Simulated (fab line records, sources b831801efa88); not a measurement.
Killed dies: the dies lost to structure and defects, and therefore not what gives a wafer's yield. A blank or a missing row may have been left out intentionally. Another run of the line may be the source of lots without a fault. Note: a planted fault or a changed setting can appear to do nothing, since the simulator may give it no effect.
What tool caused it? + flow gf180mcu + 6 lots, 18 wafers sampled, at 3 steps of a route of 602

## WHAT THE GAUGES SHOWED, per wafer
GF_V1_THK_MEAS_03.
| lot  | measured     | on            | V1_CVD_02_THK (nm) |
|------|--------------|---------------|--------------------|
| L827 | day 18 12:51 | film_metro-02 | 858 835 848        |
| L829 | day 19 02:47 | film_metro-04 | 832 855 853        |
| L831 | day 20 08:58 | film_metro-02 | 846 862 867        |
| L833 | day 21 00:01 | film_metro-04 | 857 859 859        |
| L838 | day 22 19:10 | film_metro-02 | 841 866 854        |
| L841 | day 23 20:46 | film_metro-04 | 291 296 303        |

## WHICH TOOL RAN EACH LOT (tool, then ch and the chambers of the sampled wafers, then the start)
| lot  | GF_M1_SPUTTER_01             | GF_V1_CVD_02                    |
|------|------------------------------|---------------------------------|
| L827 | pvd_sputter-04, day 17 12:11 | pecvd-02 ch 0,1,2, day 18 12:47 |
| L829 | pvd_sputter-02, day 18 02:05 | pecvd-01 ch 0,1,2, day 19 02:43 |
| L831 | pvd_sputter-01, day 19 07:40 | pecvd-01 ch 0,2, day 20 08:54   |
| L833 | pvd_sputter-04, day 19 22:50 | pecvd-01 ch 0,2, day 20 23:56   |
| L838 | pvd_sputter-01, day 21 18:28 | pecvd-02 ch 0,1,2, day 22 19:05 |
| L841 | pvd_sputter-04, day 22 21:02 | pecvd-02 ch 0,1,2, day 23 20:43 |
- GF_M1_SPUTTER_01: material TiN, target thk 30 nm, time 25 s.
- GF_V1_CVD_02: deposits SiO2 from TEOS, target thk 850 nm, time 94.851 s.

## THE ANSWER, worked out from the rows above alone
Rule: the usual values come from the lots themselves. Put in order of their means at a reading, lots are off if they are a third of the lots or fewer, leave a main group of 4 or more, and stand apart from it by a gap of 3 or more times the standard deviation of the main group's means; of several such gaps the widest counts. A main group whose means are all the same, to the digits that the tables above print for the reading, isn't used. A lot without any number at a reading at which 4 lots or more have one is off too. Any other lot the step has rows for is counted as sound.
Off: L841, seen at GF_V1_THK_MEAS_03 (V1_CVD_02_THK). Mean 853 nm and standard deviation 5.2 in the main group.
If a tool, at a process step before that reading, ran all the lots that are off and no sound lot after the first of them, it fits. The gauges at GF_V1_THK_MEAS_03 are tried like those tools. Can't be told from this: 3 tools fit, pvd_sputter-04 at GF_M1_SPUTTER_01, pecvd-02 at GF_V1_CVD_02, film_metro-04 at GF_V1_THK_MEAS_03.

## WHAT HAD BEEN PUT IN BY THE SIMULATOR
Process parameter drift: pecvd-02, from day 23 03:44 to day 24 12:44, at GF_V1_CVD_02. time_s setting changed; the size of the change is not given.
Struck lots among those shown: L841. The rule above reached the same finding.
